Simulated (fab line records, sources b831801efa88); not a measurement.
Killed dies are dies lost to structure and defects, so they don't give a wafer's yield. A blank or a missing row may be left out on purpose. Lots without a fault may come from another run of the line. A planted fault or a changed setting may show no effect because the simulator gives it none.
fab line records | flow sky130
record lots=6 wafers=18 last_day=50
route steps=708 shown SD_N@344 SD_P@359 RES_XHIGH@360 PAD_OPEN@708
lots that met no fault: from a run of the same line without faults
start_h: hours from the record's first day to the start of the lot's first wafer shown | wait_h: hours since the lot's step before | " the same as in the row above | L1.1+2: a row that stands for several wafers | - no value, or no start given | * or withheld: withheld | < > ~ a bound
route shown NAME@n: a module of which the file shows steps, and the number in the route of the first | usual: mean/standard deviation of fault-free wafers | same: alike in all rows | chamber/n: place in a boat | sites: the reading at each site | _std_site: their standard deviation | _edge_site: outer sites' mean less inner sites' | radius_mm: how far each site lies from the wafer's centre | mask NAME#n: copy n | behind: the tool/chamber that last shaped the wafer | hold: why the lot was held/for how many hours/how that ended | device: the transistor (n, p or np) that didn't switch | end of line: the same wafers' tests at the end of the route | a step without rows: its recipe alone | killed: dies lost to structure and defects at the first sort, not the wafer's yield | map: a wafer's dies, x killed, . not, _ none there
set.NAME: the setting as run; set.NAME@STEP: as run at that earlier step | model.NAME: the simulator's own value behind a step, which no gauge read
lots at some steps of the route; a table a step, a row a wafer
services: from which hour (start_h, from the record's first day; less than 0 if before it) a tool's chamber was out of use, for how many hours, and why
## steps
# step SKY_SD_N_COAT_02
# recipe resist=NOVOLAK spin_rpm=3000 resist_thk_nm=1140
# step SKY_SD_N_SOFTBAKE_03
# recipe temp_c=90 time_s=60 resist=NOVOLAK
# step SKY_SD_N_EXPOSE_04
# recipe mask_id=NSDM na=0.6 source_shape=conventional sigma_outer=0.6 polarization=unpolarized target_cd_nm=380 dose_mj=141
# step SKY_SD_N_PEB_05
# recipe temp_c=withheld time_s=* resist=NOVOLAK
# step SKY_SD_N_DEVELOP_06
# recipe resist=NOVOLAK developer=TMAH develop_time_s=60 dev_temp_c=23
# step SKY_SD_N_CD_MEAS_07
# recipe target_cd_nm=380
# usual cd_nm=380.0/2.4
# columns lot.wafer tool chamber start_h wait_h cd_nm
L205.2 cd_sem-01 - 641.32 0.1 380.9
L205.3 " - " " 380.2
L205.4 " - " " 380.0
L208.4 cd_sem-01 - 670.64 0.1 378.5
L208.5 " - " " 380.1
L208.6 " - " " 381.1
L215.2 cd_sem-01 - 720.35 0.1 380.2
L215.5 " - " " 382.6
L215.6 " - " " 383.2
L224.1 cd_sem-02 - 804.85 0.1 378.9
L224.2 " - " " 378.0
L224.4 " - " " 381.5
L227.1 cd_sem-02 - 815.08 0.1 377.4
L227.4 " - " " 378.7
L227.5 " - " " 377.8
L228.1 cd_sem-01 - 826.35 0.1 379.9
L228.3 " - " " 382.0
L228.5 " - " " 380.0
# step SKY_SD_N_OVL_MEAS_08
# usual SD_N_OVL=-0.2/1.3
# columns lot.wafer tool chamber start_h wait_h SD_N_OVL[nm]
L205.2 overlay-02 - 641.42 0.1 0.8
L205.3 " - " " 0.7
L205.4 " - " " 0.3
L208.4 overlay-02 - 670.71 0.1 -0.7
L208.5 " - " " -0.6
L208.6 " - " " -1.4
L215.2 overlay-01 - 720.46 0.1 -1.9
L215.5 " - " " -2.1
L215.6 " - " " -1.7
L224.1 overlay-01 - 804.97 0.1 -1.5
L224.2 " - " " -0.9
L224.4 " - " " -1.9
L227.1 overlay-01 - 815.20 0.1 0.0
L227.4 " - " " 0.3
L227.5 " - " " -0.1
L228.1 overlay-02 - 826.47 0.1 -1.6
L228.3 " - " " -1.1
L228.5 " - " " -2.4
# step SKY_SD_N_IMPLANT_09
# recipe species=As energy_kev=50 dose_cm2=4e+15 tilt_deg=0
# step SKY_SD_N_IMPLANT_10
# recipe species=P energy_kev=20 dose_cm2=1e+14 tilt_deg=0
# step SKY_SD_N_STRIP_11
# recipe chemistry=O2/N2 power_w=1400 pressure_mtorr=1500 platen_temp_c=withheld o2_flow_sccm=3000 n2_flow_sccm=300 overash_fraction=0.5
# usual drypump_motor_current_A=5.7/0.32 n2_flow_sccm=299.8/0.83 oes_product_au=0.527/0.0041 strip_time_to_endpoint_s=22.54/0.036
# columns lot.wafer tool chamber start_h wait_h drypump_motor_current_A n2_flow_sccm oes_product_au rf_hours_counter_h strip_time_to_endpoint_s
L205.2 plasma_asher-04 1 641.75 0.1 5.7 299.9 0.529 49 22.55
L205.3 " 0 " " 6.1 299.6 0.526 - 22.61
L205.4 " 1 " " 5.7 300.4 0.523 - 22.59
L208.4 plasma_asher-03 1 671.07 0.1 5.9 299.6 0.534 - 22.53
L208.5 " 0 " " 5.2 300.2 0.523 - 22.53
L208.6 " 1 " " 5.9 299.5 0.530 - 22.54
L215.2 plasma_asher-03 1 720.79 0.1 5.9 300.2 0.536 28 22.51
L215.5 " 1 " " 5.9 299.7 0.524 - 22.49
L215.6 " 0 " " 5.2 299.1 0.534 - 22.51
L224.1 plasma_asher-03 0 805.30 0.1 5.2 299.4 0.522 35 22.53
L224.2 " 1 " " 5.9 300.2 0.525 35 22.57
L224.4 " 1 " " 5.9 298.7 0.522 - 22.59
L227.1 plasma_asher-02 1 815.54 0.1 5.7 300.1 0.526 101 22.60
L227.4 " 0 " " 5.4 300.6 0.527 - 22.56
L227.5 " 0 " " 5.3 299.2 0.534 - 22.56
L228.1 plasma_asher-04 1 826.80 0.1 5.7 299.9 0.533 69 22.51
L228.3 " 0 " " 6.1 299.1 0.519 - 22.51
L228.5 " 1 " " 5.7 300.4 0.529 - 22.48
# step SKY_SD_N_TW_MEAS_12
# usual SD_N_TW=3953/40
# columns lot.wafer tool chamber start_h wait_h SD_N_TW
L205.2 film_metro-04 - 641.86 0.1 3900
L205.3 " - " " 3886
L205.4 " - " " 3905
L208.4 film_metro-04 - 671.16 0.1 3938
L208.5 " - " " 3950
L208.6 " - " " 3912
L215.2 film_metro-02 - 720.90 0.1 3995
L215.5 " - " " 4004
L215.6 " - " " 3986
L224.1 film_metro-04 - 805.40 0.1 3911
L224.2 " - " " 3883
L224.4 " - " " 3900
L227.1 film_metro-04 - 815.64 0.1 3925
L227.4 " - " " 3901
L227.5 " - " " 3918
L228.1 film_metro-02 - 826.90 0.1 3995
L228.3 " - " " 3992
L228.5 " - " " 3974
# step SKY_SD_N_CLEAN_13
# recipe chemistry=SC1/SC2 mix=1:4:20 temp_c=70 time_s=150 dry=n2_spin
# step SKY_SD_N_RTA_14
# recipe temp_c=1075 time_s=2 idle_temp_c=650 ramp_up_c_per_s=150 ramp_down_c_per_s=90 ambient=N2
# usual lamp_power_pct=15.74/0.053 wafer_temp_C_max=1078.0/1.3
# same time_s=2
# columns lot.wafer tool chamber start_h wait_h lamp_power_pct wafer_temp_C_max
L205.2 rtp_anneal-02 0 641.98 0.0 15.77 1076.4
L205.3 " 0 " " 15.82 1077.3
L205.4 " 0 " " 15.65 1079.4
L208.4 rtp_anneal-01 0 671.27 0.0 15.77 1078.2
L208.5 " 0 " " 15.77 1078.1
L208.6 " 0 " " 15.76 1076.7
L215.2 rtp_anneal-02 0 721.01 0.0 15.72 1075.3
L215.5 " 0 " " 15.74 1075.0
L215.6 " 0 " " 15.80 1076.2
L224.1 rtp_anneal-02 0 805.52 0.0 16.77 1120.3
L224.2 " 0 " " 16.68 1120.0
L224.4 " 0 " " 16.75 1121.4
L227.1 rtp_anneal-02 0 815.75 0.0 16.70 1120.8
L227.4 " 0 " " 16.68 1119.6
L227.5 " 0 " " 16.76 1116.8
L228.1 rtp_anneal-01 0 827.01 0.0 15.72 1077.0
L228.3 " 0 " " 15.66 1078.6
L228.5 " 0 " " 15.71 1078.4
# step SKY_SD_N_RS_MEAS_16
# recipe thk_meas_gauge=four-point-probe
# usual SD_N_RS=68.55/0.12
# columns lot.wafer tool chamber start_h wait_h SD_N_RS[ohm/sq]
L205.2 film_metro-02 - 642.16 0.1 68.40
L205.3 " - " " 68.59
L205.4 " - " " 68.56
L208.4 film_metro-04 - 671.54 0.1 68.47
L208.5 " - " " 68.48
L208.6 " - " " 68.54
L215.2 film_metro-03 - 721.19 0.1 68.37
L215.5 " - " " 68.45
L215.6 " - " " 68.37
L224.1 film_metro-02 - 805.69 0.1 60.66
L224.2 " - " " 60.94
L224.4 " - " " 60.81
L227.1 film_metro-03 - 815.92 0.1 60.88
L227.4 " - " " 60.89
L227.5 " - " " 60.69
L228.1 film_metro-03 - 827.19 0.1 68.52
L228.3 " - " " 68.61
L228.5 " - " " 68.66
# step SKY_SD_N_RS_MEAS_17
# recipe thk_meas_gauge=four-point-probe
# usual SD_P_RS=147.1/0.38
# columns lot.wafer tool chamber start_h wait_h SD_P_RS[ohm/sq]
L205.2 film_metro-02 - 642.28 0.1 147.0
L205.3 " - " " 147.2
L205.4 " - " " 147.3
L208.4 film_metro-04 - 671.66 0.1 147.2
L208.5 " - " " 146.8
L208.6 " - " " 146.9
L215.2 film_metro-03 - 721.31 0.1 146.5
L215.5 " - " " 146.4
L215.6 " - " " 146.7
L224.1 film_metro-02 - 805.81 0.1 109.2
L224.2 " - " " 109.5
L224.4 " - " " 109.6
L227.1 film_metro-03 - 816.04 0.1 109.6
L227.4 " - " " 109.3
L227.5 " - " " 109.4
L228.1 film_metro-03 - 827.31 0.1 147.3
L228.3 " - " " 147.2
L228.5 " - " " 147.4
# step SKY_SD_N_RS_MEAS_18
# recipe thk_meas_gauge=four-point-probe
# usual RES_XHIGH_RS=333.1/1.3
# columns lot.wafer tool chamber start_h wait_h RES_XHIGH_RS[ohm/sq]
L205.2 film_metro-02 - 642.40 0.1 332.2
L205.3 " - " " 334.0
L205.4 " - " " 333.1
L208.4 film_metro-04 - 671.78 0.1 334.6
L208.5 " - " " 334.0
L208.6 " - " " 335.8
L215.2 film_metro-03 - 721.43 0.1 331.8
L215.5 " - " " 331.8
L215.6 " - " " 332.2
L224.1 film_metro-02 - 805.93 0.1 328.5
L224.2 " - " " 330.2
L224.4 " - " " 329.7
L227.1 film_metro-03 - 816.16 0.1 331.9
L227.4 " - " " 330.6
L227.5 " - " " 330.9
L228.1 film_metro-03 - 827.43 0.1 333.1
L228.3 " - " " 333.8
L228.5 " - " " 332.1
# step SKY_PAD_OPEN_PROBE_99
# usual killed_at_M0_to_M3=45/6.6 killed_at_M4_up=3.1/1.6 killed_at_contacts=24/5 killed_at_front_end=14/4.4 killed_at_other=0.3/0.58 killed_dies=87/9.2 killed_open=47/6.7 killed_short=40/6.4
# same gross_dies=492 killed_at_back_side=0
# columns lot.wafer tool chamber start_h wait_h killed_at_M0_to_M3 killed_at_M4_up killed_at_contacts killed_at_front_end killed_at_other killed_dies killed_open killed_short model.etest.res_xhigh_po.line_ohm_um model.etest.res_xhigh_po.rs_ohm_sq model.etest.pfet_01v8.r_on_ohm_um model.etest.res_pdiff.line_ohm_um model.etest.pfet_g5v0d10v5.r_on_ohm_um model.etest.res_high_po.line_ohm_um model.etest.licon_high_po.rc_ohm model.etest.res_ndiff.line_ohm_um
L205.2 prober-01 - 1074.20 0.1 50 2 30 15 1 98 50 48 5925 2045 2774 1345 4561 757.7 343.9 790.3
L205.3 prober-01 - 1074.25 0.2 54 2 28 9 0 93 54 39 5924 2086 2830 1387 4712 764.3 358.6 790.8
L205.4 prober-01 - 1074.30 0.2 38 5 31 12 0 86 44 42 5763 2027 2823 1370 4725 756.9 355.8 803.2
L208.4 prober-02 - 1096.06 0.2 49 1 16 11 1 78 39 39 5602 1949 2835 1322 4650 725.4 332.5 758.3
L208.5 prober-02 - 1096.11 0.2 39 2 18 7 2 68 39 29 5499 1935 2818 1357 4680 731.2 344.4 770.2
L208.6 prober-02 - 1096.16 0.2 33 2 23 12 1 71 34 37 5431 1874 2811 1381 4748 711 337.7 792.5
L215.2 prober-01 - 1131.60 0.1 47 3 25 19 0 94 53 41 5813 2054 2887 1334 4709 770.3 342.7 750.4
L215.5 prober-01 - 1131.75 0.2 44 3 24 25 1 97 49 48 5719 1982 2825 1352 4733 752.7 343.9 755.2
L215.6 prober-01 - 1131.80 0.2 42 5 30 30 0 107 61 46 5488 1981 2956 1348 4790 743.8 337.8 768.5
L224.1 prober-01 - 1187.64 0.1 49 1 29 18 0 97 58 39 4070 1421 2407 1031 4560 580.2 230.5 659.7
L224.2 prober-01 - 1187.69 0.1 36 5 20 17 0 78 49 29 4166 1474 2424 1044 4559 576.6 235.9 675.1
L224.4 prober-01 - 1187.79 0.2 50 4 30 14 0 98 60 38 4162 1453 2413 1050 4574 574.4 231.1 675.7
L227.1 prober-01 - 1193.60 0.1 47 2 25 17 1 92 50 42 4111 1425 2367 1081 4524 574.7 226.5 669.5
L227.4 prober-01 - 1193.75 0.2 50 1 31 14 0 96 49 47 4038 1407 2272 1080 4530 578.7 226.6 695.2
L227.5 prober-01 - 1193.80 0.2 44 5 23 24 0 96 52 44 4070 1405 2276 1074 4543 571.6 228.1 685.1
L228.1 prober-02 - 1200.70 0.1 39 2 25 7 3 76 37 39 5373 1858 2831 1332 4678 733.4 335.8 749.6
L228.3 prober-02 - 1200.80 0.2 55 3 27 14 0 99 55 44 5272 1850 2912 1358 4822 714.8 333.1 768.3
L228.5 prober-02 - 1200.90 0.2 48 2 21 14 0 85 44 41 5504 1879 2770 1373 4696 746.1 339.4 759.1
# killed by level:class
L205.2 CONTACT:geometric_particle:open=13 LI_CONTACT:geometric_particle:open=12 VIA1:geometric_particle:open=9 VIA1:geometric_particle:short=9 METAL1:geometric_particle:short=8 VIA2:geometric_particle:open=7 POLY_GATE:geometric_particle:short=6 METAL2:geometric_particle:short=5
L205.3 CONTACT:geometric_particle:open=14 VIA3:geometric_particle:open=11 VIA1:geometric_particle:open=10 VIA2:geometric_particle:open=9 METAL2:geometric_particle:short=6 LOCAL_INTERCONNECT:geometric_particle:short=6 CONTACT:geometric_particle:short=6 VIA2:geometric_particle:short=5
L205.4 CONTACT:geometric_particle:open=14 VIA1:geometric_particle:open=7 VIA1:geometric_particle:short=6 VIA3:geometric_particle:open=6 LI_CONTACT:geometric_particle:short=5 LI_CONTACT:geometric_particle:open=5 CONTACT:geometric_particle:short=5 VIA2:geometric_particle:open=5
L208.4 VIA3:geometric_particle:open=10 VIA2:geometric_particle:short=9 VIA1:geometric_particle:open=8 METAL2:geometric_particle:short=5 CONTACT:geometric_particle:open=5 METAL1:geometric_particle:short=5 LI_CONTACT:geometric_particle:open=4 METAL1:geometric_particle:open=4
L208.5 VIA2:geometric_particle:open=11 VIA1:geometric_particle:open=7 LI_CONTACT:geometric_particle:open=6 LOCAL_INTERCONNECT:geometric_particle:short=4 METAL1:geometric_particle:short=4 METAL2:geometric_particle:short=4 VIA2:geometric_particle:short=4 VIA3:geometric_particle:open=4
L208.6 LI_CONTACT:geometric_particle:short=6 CONTACT:geometric_particle:short=6 VIA2:geometric_particle:open=6 VIA3:geometric_particle:open=6 CONTACT:geometric_particle:open=5 FIELD_ISO:geometric_particle:short=4 VIA1:geometric_particle:open=4 POLY_GATE:geometric_particle:open=3
L215.2 VIA1:geometric_particle:open=17 CONTACT:geometric_particle:open=10 CONTACT:geometric_particle:short=7 VIA2:geometric_particle:short=6 FIELD_ISO:geometric_particle:short=5 POLY_GATE:geometric_particle:short=5 POLY_GATE:geometric_particle:open=5 METAL2:geometric_particle:open=5
L215.5 POLY_GATE:geometric_particle:short=9 VIA1:geometric_particle:open=9 FIELD_ISO:geometric_particle:open=8 VIA1:geometric_particle:short=8 VIA2:geometric_particle:open=8 CONTACT:geometric_particle:open=7 LI_CONTACT:geometric_particle:open=7 VIA3:geometric_particle:open=5
L215.6 CONTACT:geometric_particle:open=12 VIA1:geometric_particle:open=9 FIELD_ISO:geometric_particle:open=8 CONTACT:geometric_particle:short=8 POLY_GATE:geometric_particle:short=7 POLY_GATE:geometric_particle:open=7 VIA2:geometric_particle:open=7 FIELD_ISO:geometric_particle:short=6
L224.1 VIA1:geometric_particle:open=16 LI_CONTACT:geometric_particle:open=13 VIA2:geometric_particle:open=10 CONTACT:geometric_particle:open=7 FIELD_ISO:geometric_particle:short=6 VIA1:geometric_particle:short=6 POLY_GATE:geometric_particle:open=5 METAL1:geometric_particle:short=5
L224.2 VIA1:geometric_particle:open=15 LI_CONTACT:geometric_particle:open=8 CONTACT:geometric_particle:open=6 METAL1:geometric_particle:short=5 VIA2:geometric_particle:open=5 FIELD_ISO:geometric_particle:short=4 FIELD_ISO:geometric_particle:open=4 POLY_GATE:geometric_particle:short=4
L224.4 VIA2:geometric_particle:open=14 LI_CONTACT:geometric_particle:open=10 CONTACT:geometric_particle:open=10 VIA1:geometric_particle:open=8 METAL1:geometric_particle:short=6 VIA3:geometric_particle:open=6 METAL3:geometric_particle:short=5 FIELD_ISO:geometric_particle:open=4
L227.1 VIA1:geometric_particle:open=14 CONTACT:geometric_particle:open=8 VIA3:geometric_particle:open=7 CONTACT:geometric_particle:short=6 FIELD_ISO:geometric_particle:open=5 LOCAL_INTERCONNECT:geometric_particle:short=5 FIELD_ISO:geometric_particle:short=4 LI_CONTACT:geometric_particle:open=4
L227.4 CONTACT:geometric_particle:open=12 VIA1:geometric_particle:open=8 VIA2:geometric_particle:open=7 VIA2:geometric_particle:short=6 LI_CONTACT:geometric_particle:open=6 METAL1:geometric_particle:short=6 LOCAL_INTERCONNECT:geometric_particle:short=6 VIA1:geometric_particle:short=6
L227.5 VIA3:geometric_particle:open=9 CONTACT:geometric_particle:short=9 FIELD_ISO:geometric_particle:open=8 VIA1:geometric_particle:open=8 CONTACT:geometric_particle:open=7 METAL1:geometric_particle:short=5 METAL2:geometric_particle:short=5 VIA2:geometric_particle:open=5
L228.1 LI_CONTACT:geometric_particle:open=10 VIA2:geometric_particle:open=9 METAL2:geometric_particle:short=8 VIA1:geometric_particle:open=8 METAL1:geometric_particle:short=7 CONTACT:geometric_particle:open=5 CONTACT:geometric_particle:short=4 LI_CONTACT:geometric_particle:short=3
L228.3 VIA2:geometric_particle:open=12 VIA1:geometric_particle:open=11 CONTACT:geometric_particle:open=10 CONTACT:geometric_particle:short=7 METAL1:geometric_particle:short=7 LI_CONTACT:geometric_particle:open=6 VIA1:geometric_particle:short=6 VIA3:geometric_particle:open=5
L228.5 VIA1:geometric_particle:open=12 VIA1:geometric_particle:short=8 CONTACT:geometric_particle:open=7 LI_CONTACT:geometric_particle:open=6 VIA2:geometric_particle:open=5 VIA2:geometric_particle:short=5 VIA3:geometric_particle:open=5 FIELD_ISO:geometric_particle:short=4
## services
# columns tool chamber start_h hours kind
plasma_asher-03 - 700.71 2.8 pm
plasma_asher-03 - 706.02 11.1 repair
plasma_asher-03 - 754.58 12.2 pm
## key
first_sign step=SKY_SD_N_RTA_14 reading=wafer_temp_C_max direction=up sigmas=33 usual=* struck=*
effect step=SKY_SD_N_RTA_14 reading=lamp_power_pct direction=up sigmas=19 usual=15.74 struck=16.72
effect step=SKY_SD_N_RS_MEAS_16 reading=SD_N_RS direction=down sigmas=64 usual=68.55 struck=60.81
effect step=SKY_SD_N_RS_MEAS_17 reading=SD_P_RS direction=down sigmas=98 usual=147.1 struck=109.4
effect step=SKY_SD_N_RS_MEAS_18 reading=RES_XHIGH_RS direction=down sigmas=2.2 usual=333.1 struck=330.3
model_effect step=SKY_PAD_OPEN_PROBE_99 value=etest.res_xhigh_po.line_ohm_um without=5798 struck=4103
met_at SKY_SD_N_RTA_14
struck_wafers L224.1,L224.2,L224.4,L227.1,L227.4,L227.5
tester_left_out L224,L227
onset_between 721.01 805.52
fault kind=process_parameter_drift tool=rtp_anneal-02 chamber=- onset_h=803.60 steps=SKY_SD_N_RTA_14 channel=temp_c offset=* shape=step end_h=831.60 acts_in=* stated=*
# tester_left_out: of these lots the tester's yield and bins aren't shown, on N5 and GAA mostly nor the transistor test; their killed dies are dies lost to structure and defects alone, not to doping, threshold or leakage, so they don't give the yield
